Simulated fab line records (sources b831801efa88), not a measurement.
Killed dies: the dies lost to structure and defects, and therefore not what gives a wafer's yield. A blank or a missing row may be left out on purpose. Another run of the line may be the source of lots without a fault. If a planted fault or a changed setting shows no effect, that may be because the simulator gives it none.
Check of tool commonality :: flow gf180mcu :: Sample size 13 lots and 39 wafers

== REASON FOR OPENING ==
Of 13 lots, 1 have the reading PSD_TW flagged at GF_PSD_TW_MEAS_11. Fault-free wafers read 3221, with a standard deviation of 28.
Rule: a lot is flagged when every wafer of it that has a number lies more than 4 standard deviations from that mean, or none has a number. All remaining lots are regarded as sound.

lot: L423
measured: day 14 08:48
on: film metro-01
PSD_TW, wafer by wafer: 3225 3265 3246
flag: 

lot: L424
measured: day 14 16:54
on: film metro-04
PSD_TW, wafer by wafer: 3206 3212 3184
flag: 

lot: L425
measured: day 14 21:01
on: film metro-01
PSD_TW, wafer by wafer: 3244 3248 3257
flag: 

lot: L426
measured: day 15 05:16
on: film metro-02
PSD_TW, wafer by wafer: 3203 3198 3195
flag: 

lot: L427
measured: day 15 16:10
on: film metro-02
PSD_TW, wafer by wafer: 3176 3184 3183
flag: 

lot: L428
measured: day 15 20:40
on: film metro-01
PSD_TW, wafer by wafer: 3248 3255 3252
flag: 

lot: L429
measured: day 16 05:29
on: film metro-02
PSD_TW, wafer by wafer: 3209 3209 3200
flag: 

lot: L431
measured: day 17 02:31
on: film metro-02
PSD_TW, wafer by wafer: 3201 3218 3212
flag: 

lot: L432
measured: day 17 06:27
on: film metro-01
PSD_TW, wafer by wafer: 3248 3260 3272
flag: 

lot: L433
measured: day 17 23:29
on: film metro-01
PSD_TW, wafer by wafer: 3251 3260 3256
flag: 

lot: L439
measured: day 19 20:36
on: film metro-04
PSD_TW, wafer by wafer: 81 80 77
flag: FLAGGED

lot: L445
measured: day 22 08:25
on: film metro-02
PSD_TW, wafer by wafer: 3199 3208 3195
flag: 

lot: L446
measured: day 22 17:32
on: film metro-01
PSD_TW, wafer by wafer: 3262 3252 3242
flag: 
Averaged over the flagged lots the numbers come to 79, -3142 from the usual (-99 or more standard deviations).

== WHICH TOOL RAN EACH LOT ==
2 process steps preceding the reading are held in the record, out of 602 steps in the route. Each cell gives the tool, then ch followed by the chambers the sampled wafers passed through, then the start.
lot: L423
flag: 
GF_NSD_STRIP_11: plasma asher-02 ch 0,1, day 13 11:49
GF_PSD_STRIP_10: plasma asher-04 ch 0,1, day 14 08:42

lot: L424
flag: 
GF_NSD_STRIP_11: plasma asher-01 ch 0,1, day 13 20:08
GF_PSD_STRIP_10: plasma asher-03 ch 0,1, day 14 16:48

lot: L425
flag: 
GF_NSD_STRIP_11: plasma asher-04 ch 0,1, day 14 00:01
GF_PSD_STRIP_10: plasma asher-04 ch 0, day 14 20:54

lot: L426
flag: 
GF_NSD_STRIP_11: plasma asher-04 ch 0,1, day 14 07:21
GF_PSD_STRIP_10: plasma asher-02 ch 0,1, day 15 05:11

lot: L427
flag: 
GF_NSD_STRIP_11: plasma asher-04 ch 0,1, day 14 18:10
GF_PSD_STRIP_10: plasma asher-04 ch 0,1, day 15 16:04

lot: L428
flag: 
GF_NSD_STRIP_11: plasma asher-04 ch 0,1, day 14 22:14
GF_PSD_STRIP_10: plasma asher-02 ch 0,1, day 15 20:34

lot: L429
flag: 
GF_NSD_STRIP_11: plasma asher-02 ch 0,1, day 15 07:05
GF_PSD_STRIP_10: plasma asher-02 ch 0,1, day 16 05:23

lot: L431
flag: 
GF_NSD_STRIP_11: plasma asher-04 ch 0,1, day 16 04:09
GF_PSD_STRIP_10: plasma asher-02 ch 0,1, day 17 02:26

lot: L432
flag: 
GF_NSD_STRIP_11: plasma asher-02 ch 0,1, day 16 08:31
GF_PSD_STRIP_10: plasma asher-03 ch 0,1, day 17 06:22

lot: L433
flag: 
GF_NSD_STRIP_11: plasma asher-02 ch 0,1, day 17 00:20
GF_PSD_STRIP_10: plasma asher-04 ch 0,1, day 17 23:24

lot: L439
flag: FLAGGED
GF_NSD_STRIP_11: plasma asher-02 ch 0,1, day 18 18:38
GF_PSD_STRIP_10: plasma asher-03 ch 0,1, day 19 20:30

lot: L445
flag: 
GF_NSD_STRIP_11: plasma asher-02 ch 0,1, day 21 08:21
GF_PSD_STRIP_10: plasma asher-04 ch 0,1, day 22 08:19

lot: L446
flag: 
GF_NSD_STRIP_11: plasma asher-02 ch 0,1, day 21 17:52
GF_PSD_STRIP_10: plasma asher-02 ch 0,1, day 22 17:26
What the steps here do:
- GF_NSD_STRIP_11: strips in O2/N2.
- GF_PSD_STRIP_10: strips in O2/N2.
- GF_PSD_TW_MEAS_11

== FLAGGED AGAINST TOTAL, ONE TOOL AT A TIME (gauges that did the reading follow at the end) ==
step: GF_NSD_STRIP_11
tool: plasma asher-01
lots run: 1
flagged: 0
share of the flagged lots: none
sound lots run after its first flagged lot: -

step: GF_NSD_STRIP_11
tool: plasma asher-02
lots run: 7
flagged: 1
share of the flagged lots: all
sound lots run after its first flagged lot: 2 (L445,L446)

step: GF_NSD_STRIP_11
tool: plasma asher-04
lots run: 5
flagged: 0
share of the flagged lots: none
sound lots run after its first flagged lot: -

step: GF_PSD_STRIP_10
tool: plasma asher-02
lots run: 5
flagged: 0
share of the flagged lots: none
sound lots run after its first flagged lot: -

step: GF_PSD_STRIP_10
tool: plasma asher-03
lots run: 3
flagged: 1
share of the flagged lots: all
sound lots run after its first flagged lot: 0

step: GF_PSD_STRIP_10
tool: plasma asher-04
lots run: 5
flagged: 0
share of the flagged lots: none
sound lots run after its first flagged lot: -

step: GF_PSD_TW_MEAS_11
tool: film metro-01
lots run: 6
flagged: 0
share of the flagged lots: none
sound lots run after its first flagged lot: -

step: GF_PSD_TW_MEAS_11
tool: film metro-02
lots run: 5
flagged: 0
share of the flagged lots: none
sound lots run after its first flagged lot: -

step: GF_PSD_TW_MEAS_11
tool: film metro-04
lots run: 2
flagged: 1
share of the flagged lots: all
sound lots run after its first flagged lot: 0

== WHAT THE TABLE ALLOWS ==
3 rows of the table ran every flagged lot: plasma asher-02 at GF_NSD_STRIP_11, plasma asher-03 at GF_PSD_STRIP_10, film metro-04 at GF_PSD_TW_MEAS_11.
- plasma asher-02 at GF_NSD_STRIP_11 ran 7 lots, 1 of them flagged. Sound lots followed the first flagged one (L445, L446) on it, something a lasting fault affecting the whole tool could not allow. Its own readings (oes product au) fall more than 4 standard deviations out on all wafers of the flagged lots.
- plasma asher-03 at GF_PSD_STRIP_10 ran 3 lots, 1 of them flagged. It ran its last sound lot, L432, at day 17 06:22 and its first flagged lot, L439, at day 19 20:30: a fault with its onset between the two fits. Its own readings (strip time to endpoint s) fall more than 4 standard deviations out on all wafers of the flagged lots.
- film metro-04 at GF_PSD_TW_MEAS_11 ran 2 lots, 1 of them flagged. It ran its last sound lot, L424, at day 14 16:54 and its first flagged lot, L439, at day 19 20:36: a fault with its onset between the two fits.
Because each of these 2 tools fits a fault that began at some hour, counting lots does not separate them. More lots, or a look at what each step does to the wafer, might.

== WHAT THE SIMULATOR PUT IN ==
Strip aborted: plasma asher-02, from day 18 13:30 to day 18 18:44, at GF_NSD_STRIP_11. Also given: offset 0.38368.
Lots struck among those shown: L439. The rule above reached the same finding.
